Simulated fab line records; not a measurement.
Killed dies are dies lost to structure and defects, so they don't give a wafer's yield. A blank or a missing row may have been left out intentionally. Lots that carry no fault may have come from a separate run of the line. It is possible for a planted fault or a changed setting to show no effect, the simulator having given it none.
fab line records | flow sky130
record lots=9 wafers=27 lastDay=50
route steps=708 shown CAP2M@617 METAL4@634 METAL5@661 PAD_OPEN@708
lots with no fault: from the same line, run without faults
startH: the number of hours between the record's first day and the start of the first shown wafer of the lot | waitH: how many hours have passed since the lot's step before this one | " unchanged from the row above | L1.1+2: a single row standing in for several wafers | - either no value or no given start | * or withheld: withheld | < > ~ a bound
route shown NAME@n: a module of which the file shows steps, and the number in the route of the first | usual: average and standard deviation across the fault-free wafers | same: alike in all rows | chamber/n: place in a boat | sites: the reading at each site | _std_site: the standard deviation of these | _edge_site: inner sites' mean taken away from outer sites' mean | radiusMm: how far each site lies from the wafer's centre | mask NAME#n: copy n | behind: tool/chamber where the wafer was last shaped | hold: the reason the lot was held/the length of the hold in hours/how it ended | device: transistor that didn't switch, given as n, p or np | end of line: the route-end tests of the same wafers | a step without rows: its recipe alone | killed: count of dies lost to structure and defects at first sort (not the wafer's yield) | map: per-die view of a wafer (x killed, . not killed, _ where there is no die)
set.NAME: the setting the step ran with; set.NAME@STEP: the setting that earlier step ran with | model.NAME: the simulator's own value behind a step, which no gauge read
the route's steps for a sample of lots (tables are steps, rows are wafers)
services: the hour from which a tool's chamber was out of use, counted from the record's first day as startH (under 0 if before that day), plus the number of hours and why
## steps
# step SKY_CAP2M_STRIP_14
# recipe chemistry=O2/N2 powerW=1400 pressureMtorr=1500 platenTempC=withheld o2FlowSccm=3000 n2FlowSccm=300 overashFraction=0.5
# usual drypumpMotorCurrentA=5.5/0.57 oesProductAu=0.710/0.0045 stripTimeToEndpointS=12.66/0.038
# columns lot.wafer tool chamber startH waitH drypumpMotorCurrentA oesProductAu rfHoursCounterH stripTimeToEndpointS
L426.4 plasmaAsher-03 0 977.87 0.1 5.0 0.716 - 12.61
L426.5 " 0 " " 5.1 0.714 - 12.59
L426.6 " 1 " " 5.9 0.715 - 12.66
L430.1 plasmaAsher-01 0 1001.88 0.1 4.9 0.712 24 12.61
L430.3 " 1 " " 5.7 0.712 - 12.61
L430.5 " 0 " " 4.9 0.715 - 12.61
L431.1 plasmaAsher-03 0 1009.79 0.1 5.0 0.720 91 12.61
L431.4 " 1 " " 5.9 0.715 - 12.66
L431.5 " 1 " " 5.9 0.706 - 12.63
L437.1 plasmaAsher-01 1 1047.93 0.1 5.7 0.711 29 12.66
L437.2 " 0 " " 4.9 0.708 29 12.63
L437.6 " 0 " " 4.9 0.709 - 12.62
L440.1 plasmaAsher-03 1 1061.74 0.1 5.9 0.708 97 12.67
L440.2 " 0 " " 5.0 0.708 97 12.65
L440.4 " 1 " " 5.9 0.710 - 12.62
L442.2 plasmaAsher-01 0 1070.44 0.1 4.9 0.708 31 12.63
L442.5 " 0 " " 5.0 0.707 - 12.64
L442.6 " 1 " " 5.7 0.704 - 12.66
L443.1 plasmaAsher-03 0 1091.33 0.1 5.0 0.712 99 12.66
L443.4 " 0 " " 5.0 0.714 - 12.67
L443.5 " 0 " " 5.0 0.704 - 12.63
L445.1 plasmaAsher-02 0 1093.19 0.1 6.7 0.704 62 12.68
L445.3 " 1 " " 5.3 0.709 - 12.65
L445.5 " 0 " " 6.8 0.709 - 12.68
L444.1 plasmaAsher-02 1 1096.19 0.1 5.3 0.711 63 12.65
L444.3 " 0 " " 6.7 0.707 - 12.71
L444.6 " 1 " " 5.3 0.705 - 12.70
# step SKY_METAL4_METAL_ETCH_18
# recipe targetDepthA=8450 stopOn=SiO2 overEtchFrac=0.3 timeS=183.1 chemistry=Cl2/BCl3 resistSidewallDeg=88 pressureMtorr=10 icpW=900 biasW=48.5 Cl2_flow_sccm=60 bcl3FlowSccm=30
# usual drypumpMotorCurrentA=5.8/0.52 oesProductAu=0.865/0.0071 throttleValvePct=22.264/0.01
# columns lot.wafer tool chamber startH waitH drypumpMotorCurrentA oesProductAu rfHoursCounterH throttleValvePct
L426.4 rieMetal-02 0 1002.04 0.1 6.8 0.867 - 22.276
L426.5 " 1 " " 5.8 0.869 - 22.279
L426.6 " 0 " " 6.8 0.870 - 22.254
L430.1 rieMetal-04 0 1024.27 0.0 5.3 0.859 18 22.261
L430.3 " 0 " " 5.3 0.869 - 22.271
L430.5 " 1 " " 6.1 0.858 - 22.258
L431.1 rieMetal-03 1 1033.38 0.0 6.0 0.870 13 22.258
L431.4 " 1 " " 6.0 0.862 - 22.251
L431.5 " 0 " " 5.1 0.868 - 22.269
L437.1 rieMetal-03 1 1070.57 0.0 6.0 0.860 16 22.269
L437.2 " 0 " " 5.1 0.860 21 22.262
L437.6 " 0 " " 5.1 0.861 - 22.256
L440.1 rieMetal-03 1 1083.97 0.0 6.0 0.876 17 22.252
L440.2 " 0 " " 5.1 0.860 22 22.260
L440.4 " 1 " " 5.9 0.865 - 22.269
L442.2 rieMetal-03 1 1091.87 0.0 6.0 0.864 18 22.267
L442.5 " 0 " " 5.1 0.861 - 22.270
L442.6 " 1 " " 6.0 0.858 - 22.254
L443.1 rieMetal-02 0 1112.41 0.0 6.8 0.876 23 22.274
L443.4 " 0 " " 6.7 0.862 - 22.263
L443.5 " 1 " " 5.8 0.866 - 22.262
L445.1 rieMetal-03 1 1114.89 0.0 6.0 0.865 20 22.267
L445.3 " 1 " " 6.0 0.861 - 22.295
L445.5 " 1 " " 6.0 0.859 - 22.259
L444.1 rieMetal-04 1 1117.06 0.0 6.1 0.876 19 22.257
L444.3 " 1 " " 6.1 0.871 - 22.266
L444.6 " 0 " " 5.3 0.871 - 22.268
# step SKY_METAL5_SPUTTER_00
# recipe material=Ti targetThkNm=15 powerW=3000 timeS=10 chamberPressurePa=0.4
# usual throttleValvePct=30.1/0.69
# columns lot.wafer tool chamber startH waitH throttleValvePct
L426.4 pvdSputter-03 - 1028.30 0.1 29.7
L426.5 " - " " 29.9
L426.6 " - " " 31.1
L430.1 pvdSputter-02 - 1049.62 0.1 30.8
L430.3 " - " " 30.3
L430.5 " - " " 31.0
L431.1 pvdSputter-02 - 1057.56 0.1 30.8
L431.4 " - " " 30.0
L431.5 " - " " 29.7
L437.1 pvdSputter-02 - 1093.58 0.1 29.9
L437.2 " - " " 29.8
L437.6 " - " " 29.8
L440.1 pvdSputter-04 - 1106.24 0.2 29.7
L440.2 " - " " 28.5
L440.4 " - " " 29.6
L442.2 pvdSputter-02 - 1114.90 0.2 31.0
L442.5 " - " " 29.9
L442.6 " - " " 30.8
L443.1 pvdSputter-04 - 1133.57 0.1 30.2
L443.4 " - " " 29.5
L443.5 " - " " 29.4
L445.1 pvdSputter-02 - 1136.46 0.1 30.1
L445.3 " - " " 31.0
L445.5 " - " " 29.7
L444.1 pvdSputter-03 - 1138.27 0.2 30.1
L444.3 " - " " 29.7
L444.6 " - " " 30.0
# step SKY_METAL5_SPUTTER_02
# recipe material=AlCu targetThkNm=1150 powerW=10600 timeS=61.2 chamberPressurePa=0.4
# usual throttleValvePct=30.1/0.68
# columns lot.wafer tool chamber startH waitH throttleValvePct
L426.4 pvdSputter-03 - 1028.35 0.0 29.8
L426.5 " - " " 29.8
L426.6 " - " " 30.9
L430.1 pvdSputter-02 - 1049.67 0.0 30.6
L430.3 " - " " 30.1
L430.5 " - " " 31.1
L431.1 pvdSputter-02 - 1057.61 0.0 30.8
L431.4 " - " " 30.2
L431.5 " - " " 30.0
L437.1 pvdSputter-02 - 1093.63 0.0 30.6
L437.2 " - " " 30.1
L437.6 " - " " 30.1
L440.1 pvdSputter-04 - 1106.29 0.0 29.8
L440.2 " - " " 28.6
L440.4 " - " " 29.5
L442.2 pvdSputter-02 - 1114.95 0.0 31.0
L442.5 " - " " 29.9
L442.6 " - " " 30.7
L443.1 pvdSputter-04 - 1133.61 0.0 30.5
L443.4 " - " " 29.7
L443.5 " - " " 29.8
L445.1 pvdSputter-02 - 1136.51 0.0 30.0
L445.3 " - " " 30.6
L445.5 " - " " 29.8
L444.1 pvdSputter-03 - 1138.32 0.0 30.2
L444.3 " - " " 29.6
L444.6 " - " " 30.1
# step SKY_METAL5_RS_MEAS_05
# recipe thkMeasGauge=four-point-probe reads=TiN_of_METAL5_SPUTTER_04+Ti_of_METAL5_SPUTTER_03+AlCu_of_METAL5_SPUTTER_02+TiN_of_METAL5_SPUTTER_01+Ti_of_METAL5_SPUTTER_00
# usual METAL5_ALCU_RS=0.02704/0.00026
# columns lot.wafer tool chamber startH waitH hold METAL5_ALCU_RS[ohm/sq]
L426.4 filmMetro-03 - 1028.53 0.1 - 0.02732
L426.5 " - " " - 0.02736
L426.6 " - " " - 0.02719
L430.1 filmMetro-03 - 1049.79 0.0 - 0.02724
L430.3 " - " " - 0.02738
L430.5 " - " " - 0.02737
L431.1 filmMetro-02 - 1057.73 0.0 - 0.02716
L431.4 " - " " - 0.027
L431.5 " - " " - 0.0269
L437.1 filmMetro-02 - 1093.75 0.0 - 0.02707
L437.2 " - " " - 0.0268
L437.6 " - " " - 0.02678
L440.1 filmMetro-02 - 1106.41 0.0 - 0.02685
L440.2 " - " " - 0.02679
L440.4 " - " " - 0.02656
L442.2 filmMetro-03 - 1115.09 0.0 awaitDispo/0.2h/release 0.03252
L442.5 " - " " awaitDispo/0.2h/release 0.03242
L442.6 " - " " awaitDispo/0.2h/release 0.03302
L442.2 filmMetro-03 - 1115.38 0.3 - 0.03243
L442.5 " - " " - 0.03239
L442.6 " - " " - 0.03303
L443.1 filmMetro-03 - 1133.73 0.0 - 0.02696
L443.4 " - " " - 0.02714
L443.5 " - " " - 0.02705
L445.1 filmMetro-04 - 1136.63 0.0 awaitDispo/0.2h/release 0.0335
L445.3 " - " " awaitDispo/0.2h/release 0.03297
L445.5 " - " " awaitDispo/0.2h/release 0.03249
L445.1 filmMetro-04 - 1136.92 0.3 - 0.03341
L445.3 " - " " - 0.03297
L445.5 " - " " - 0.0325
L444.1 filmMetro-04 - 1138.45 0.0 - 0.02682
L444.3 " - " " - 0.02707
L444.6 " - " " - 0.02693
# step SKY_METAL5_THK_MEAS_06
# recipe thkMeasGauge=xrf reads=AlCu_of_METAL5_SPUTTER_02
# usual METAL5_ALCU_THK=1167/13
# columns lot.wafer tool chamber startH waitH hold METAL5_ALCU_THK[nm]
L426.4 filmMetro-03 - 1028.62 0.1 - 1152
L426.5 " - " " - 1152
L426.6 " - " " - 1158
L430.1 filmMetro-03 - 1049.91 0.1 - 1160
L430.3 " - " " - 1147
L430.5 " - " " - 1153
L431.1 filmMetro-02 - 1057.85 0.1 - 1168
L431.4 " - " " - 1171
L431.5 " - " " - 1172
L437.1 filmMetro-02 - 1093.87 0.1 - 1169
L437.2 " - " " - 1175
L437.6 " - " " - 1174
L440.1 filmMetro-02 - 1106.53 0.1 - 1175
L440.2 " - " " - 1173
L440.4 " - " " - 1182
L442.2 filmMetro-03 - 1118.25 2.9 awaitDispo/0.2h/release 1010
L442.5 " - " " awaitDispo/0.2h/release 1003
L442.6 " - " " awaitDispo/0.2h/release 990
L442.2 filmMetro-03 - 1118.54 0.3 - 1013
L442.5 " - " " - 1009
L442.6 " - " " - 993
L443.1 filmMetro-03 - 1133.85 0.1 - 1174
L443.4 " - " " - 1162
L443.5 " - " " - 1171
L444.1 filmMetro-04 - 1138.57 0.1 - 1168
L444.3 " - " " - 1166
L444.6 " - " " - 1173
L445.1 filmMetro-04 - 1139.36 2.4 awaitDispo/0.2h/release 979
L445.3 " - " " awaitDispo/0.2h/release 991
L445.5 " - " " awaitDispo/0.2h/release 1011
L445.1 filmMetro-04 - 1139.61 0.2 - 984
L445.3 " - " " - 989
L445.5 " - " " - 1006
# step SKY_METAL5_METAL_ETCH_15
# recipe targetDepthA=12600 stopOn=SiO2 overEtchFrac=0.2 timeS=252 chemistry=Cl2/BCl3 resistSidewallDeg=86 pressureMtorr=10 icpW=900 biasW=48.5 Cl2_flow_sccm=60 bcl3FlowSccm=30
# usual drypumpMotorCurrentA=5.7/0.37 oesProductAu=0.895/0.0052 throttleValvePct=22.264/0.0091
# columns lot.wafer tool chamber startH waitH drypumpMotorCurrentA oesProductAu rfHoursCounterH throttleValvePct
L426.4 rieMetal-04 1 1051.30 0.1 6.1 0.897 - 22.280
L426.5 " 0 " " 5.3 0.899 - 22.263
L426.6 " 1 " " 6.1 0.884 - 22.248
L430.1 rieMetal-04 1 1071.31 0.0 6.0 0.891 16 22.273
L430.3 " 0 " " 5.3 0.900 - 22.275
L430.5 " 0 " " 5.3 0.905 - 22.281
L431.1 rieMetal-04 1 1079.31 0.0 6.1 0.896 16 22.268
L431.4 " 0 " " 5.3 0.894 - 22.265
L431.5 " 1 " " 6.1 0.900 - 22.269
L437.1 rieMetal-04 1 1114.21 0.0 6.1 0.888 19 22.262
L437.2 " 0 " " 5.3 0.892 24 22.254
L437.6 " 1 " " 6.1 0.896 - 22.255
L440.1 rieMetal-03 1 1125.32 0.0 6.0 0.888 21 22.262
L440.2 " 0 " " 5.1 0.894 25 22.258
L440.4 " 1 " " 6.0 0.894 - 22.273
L442.2 rieMetal-04 1 1133.72 0.0 6.0 0.833 21 22.275
L442.5 " 0 " " 5.3 0.820 - 22.267
L442.6 " 1 " " 6.1 0.824 - 22.252
L443.1 rieMetal-04 0 1151.06 0.0 5.3 0.901 27 22.280
L443.4 " 1 " " 6.1 0.896 - 22.263
L443.5 " 0 " " 5.3 0.892 - 22.264
L445.1 rieMetal-03 0 1154.51 0.0 5.1 0.824 27 22.272
L445.3 " 0 " " 5.1 0.826 - 22.259
L445.5 " 0 " " 5.1 0.827 - 22.278
L444.1 rieMetal-03 1 1156.66 0.0 5.9 0.892 24 22.261
L444.3 " 0 " " 5.1 0.892 - 22.281
L444.6 " 0 " " 5.1 0.901 - 22.250
# step SKY_PAD_OPEN_PROBE_99
# usual defectLimitedYield=82.6/1.9 killed_at_M0_to_M3=43/7.2 killed_at_M4_up=3.5/2 killedAtContacts=24/5.2 killedAtFrontEnd=15/4.4 killedAtOther=0.2/0.48 killedDies=85/9.4 killedOpen=46/7.3 killedShort=39/6.1 sort_bin_3_pad_short=0.8/0.37 sort_bin_5_function=10.2/1.4 sort_bin_6_memory=6.3/1.1 sortNPass=407/9.4 sortYieldPct=82.6/1.9
# same grossDies=492 killedAtBackSide=0 sort_bin_4_leakage[%]=0 sort_bin_8_speed[%]=0
# columns lot.wafer tool chamber startH waitH defectLimitedYield[%] killed_at_M0_to_M3 killed_at_M4_up killedAtContacts killedAtFrontEnd killedAtOther killedDies killedOpen killedShort sort_bin_3_pad_short[%] sort_bin_5_function[%] sort_bin_6_memory[%] sortNPass sortYieldPct[%]
L430.1 prober-01 - 1116.08 0.1 82.7 50 4 17 14 0 85 47 37 1.2 9.3 6.7 407 82.7
L430.3 prober-01 - 1116.18 0.2 83.1 43 8 20 10 2 83 45 38 0.2 10.0 6.7 409 83.1
L430.5 prober-01 - 1116.28 0.2 81.5 42 5 28 16 0 91 44 45 0.6 10.2 7.7 401 81.5
L431.1 prober-02 - 1123.20 0.1 82.5 29 9 27 21 0 86 49 32 0.8 10.6 6.1 406 82.5
L431.4 prober-02 - 1123.35 0.2 81.5 41 3 28 19 0 91 51 39 0.6 11.8 6.1 401 81.5
L431.5 prober-02 - 1123.40 0.2 83.7 34 3 29 14 0 80 42 38 1.0 9.3 5.9 412 83.7
L437.1 prober-02 - 1153.69 0.1 85.2 38 2 25 8 0 73 40 33 0.4 8.7 5.7 419 85.2
L437.2 prober-02 - 1153.74 0.1 82.7 48 4 19 13 1 85 37 48 1.2 9.1 6.9 407 82.7
L437.6 prober-02 - 1153.94 0.2 81.3 51 2 25 14 0 92 52 40 0.8 11.8 6.1 400 81.3
L442.2 prober-01 - 1172.40 0.1 82.5 40 7 30 9 0 86 45 40 1.0 12.2 4.3 406 82.5
L442.5 prober-01 - 1172.55 0.2 83.3 48 2 20 12 0 82 48 34 1.2 9.1 6.3 410 83.3
L442.6 prober-01 - 1172.60 0.2 88.0 32 2 16 9 0 59 28 31 0 8.1 3.9 433 88.0
# killed by level:class
L430.1 VIA1:geometricParticle:open=11 CONTACT:geometricParticle:open=9 VIA2:geometricParticle:open=9 METAL1:geometricParticle:short=7 METAL2:geometricParticle:short=7 FIELD_ISO:geometricParticle:open=5 VIA1:geometricParticle:short=5 FIELD_ISO:geometricParticle:short=4
L430.3 CONTACT:geometricParticle:open=10 VIA1:geometricParticle:open=9 LI_CONTACT:geometricParticle:open=6 VIA3:geometricParticle:open=6 METAL1:geometricParticle:short=5 VIA1:geometricParticle:short=5 METAL2:geometricParticle:short=5 METAL4:geometricParticle:short=5
L430.5 CONTACT:geometricParticle:open=9 VIA1:geometricParticle:short=8 CONTACT:geometricParticle:short=7 METAL1:geometricParticle:short=7 LI_CONTACT:geometricParticle:open=6 VIA3:geometricParticle:open=6 POLY_GATE:geometricParticle:open=5 VIA2:geometricParticle:open=5
L431.1 CONTACT:geometricParticle:open=12 VIA1:geometricParticle:open=6 METAL4:geometricParticle:short=6 FIELD_ISO:geometricParticle:open=5 FIELD_ISO:geometricParticle:short=5 LI_CONTACT:geometricParticle:open=5 METAL1:geometricParticle:short=5 METAL2:geometricParticle:short=4
L431.4 CONTACT:geometricParticle:open=14 FIELD_ISO:geometricParticle:open=7 VIA3:geometricParticle:open=7 METAL1:geometricParticle:short=6 VIA1:geometricParticle:open=6 LI_CONTACT:geometricParticle:open=5 POLY_GATE:geometricParticle:short=4 LOCAL_INTERCONNECT:geometricParticle:short=4
L431.5 CONTACT:geometricParticle:open=10 LI_CONTACT:geometricParticle:open=8 METAL1:geometricParticle:short=6 VIA3:geometricParticle:open=6 LOCAL_INTERCONNECT:geometricParticle:short=5 CONTACT:geometricParticle:short=5 FIELD_ISO:geometricParticle:open=4 FIELD_ISO:geometricParticle:short=4
L437.1 CONTACT:geometricParticle:open=11 VIA1:geometricParticle:open=11 METAL1:geometricParticle:short=5 CONTACT:geometricParticle:short=5 VIA1:geometricParticle:short=5 LI_CONTACT:geometricParticle:open=4 LOCAL_INTERCONNECT:geometricParticle:short=4 VIA3:geometricParticle:open=4
L437.2 METAL1:geometricParticle:short=13 VIA1:geometricParticle:open=11 LI_CONTACT:geometricParticle:open=7 METAL2:geometricParticle:short=7 VIA1:geometricParticle:short=6 POLY_GATE:geometricParticle:short=5 CONTACT:geometricParticle:open=5 FIELD_ISO:geometricParticle:short=3
L437.6 VIA1:geometricParticle:open=10 VIA1:geometricParticle:short=9 CONTACT:geometricParticle:open=8 LI_CONTACT:geometricParticle:open=7 VIA3:geometricParticle:open=7 VIA2:geometricParticle:open=6 FIELD_ISO:geometricParticle:short=4 LOCAL_INTERCONNECT:geometricParticle:short=4
L442.2 CONTACT:geometricParticle:open=13 VIA1:geometricParticle:open=12 LI_CONTACT:geometricParticle:open=8 METAL2:geometricParticle:short=7 CONTACT:geometricParticle:short=6 METAL1:geometricParticle:short=5 FIELD_ISO:geometricParticle:short=3 VIA1:geometricParticle:short=3
L442.5 CONTACT:geometricParticle:open=11 VIA1:geometricParticle:open=8 VIA2:geometricParticle:open=7 VIA3:geometricParticle:short=6 FIELD_ISO:geometricParticle:open=5 VIA1:geometricParticle:short=5 VIA3:geometricParticle:open=5 METAL2:geometricParticle:short=4
L442.6 CONTACT:geometricParticle:open=7 VIA2:geometricParticle:open=6 VIA1:geometricParticle:open=5 CONTACT:geometricParticle:short=4 METAL2:geometricParticle:short=4 VIA3:geometricParticle:open=4 LI_CONTACT:geometricParticle:open=3 METAL1:geometricParticle:short=3
## services
# columns tool chamber startH hours kind
pvdSputter-04 - 961.59 1.0 repair
pvdSputter-04 0 968.50 - consumableReplace:kit
pvdSputter-04 0 968.50 18.0 scheduledDown
pvdSputter-04 0 968.50 18.0 ventCycle
rieMetal-02 1 985.86 7.6 repair
plasmaAsher-01 - 1001.40 0.4 repair
pvdSputter-02 - 1009.48 8.0 repair
rieMetal-02 - 1048.05 2.8 pm
pvdSputter-03 2 1055.10 - consumableReplace:kit
pvdSputter-03 2 1055.10 18.0 scheduledDown
pvdSputter-03 2 1055.10 18.0 ventCycle
pvdSputter-02 1 1062.23 - consumableReplace:kit
pvdSputter-02 1 1062.23 18.0 scheduledDown
pvdSputter-02 1 1062.23 18.0 ventCycle
pvdSputter-04 3 1077.07 - consumableReplace:kit
pvdSputter-04 3 1077.07 18.0 scheduledDown
pvdSputter-04 3 1077.07 18.0 ventCycle
pvdSputter-03 - 1082.50 2.9 repair
rieMetal-03 0 1094.27 1.4 repair
plasmaAsher-01 - 1097.69 1.8 repair
plasmaAsher-01 - 1111.52 15.6 pm
rieMetal-03 0 1111.55 5.8 repair
pvdSputter-03 - 1152.70 6.2 repair
## key
firstSign step=SKY_METAL5_RS_MEAS_05 reading=visit direction=added
effect step=SKY_METAL5_RS_MEAS_05 reading=METAL5_ALCU_RS direction=up sigmas=23 usual=0.02704 struck=0.03282
effect step=SKY_METAL5_THK_MEAS_06 reading=visit direction=added
effect step=SKY_METAL5_THK_MEAS_06 reading=METAL5_ALCU_THK direction=down sigmas=13 usual=1167 struck=997
effect step=SKY_METAL5_METAL_ETCH_15 reading=oesProductAu direction=down sigmas=13 usual=0.895 struck=0.826
metAt SKY_METAL5_SPUTTER_02
struckLots L442,L445
notActingAt SKY_CAP2M_STRIP_14,SKY_METAL4_METAL_ETCH_18,SKY_METAL5_SPUTTER_00
onsetBetween 1093.63 1114.95
fault kind=siteProfileDrift tool=pvdSputter-02 chamber=- onsetH=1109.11 steps=SKY_METAL5_SPUTTER_02 basis=fraction maxAbsDrift=0.33248 slopeSharePerHr=73.883 sitePattern=0,0,0,0,0,-1,-1,-1,-1
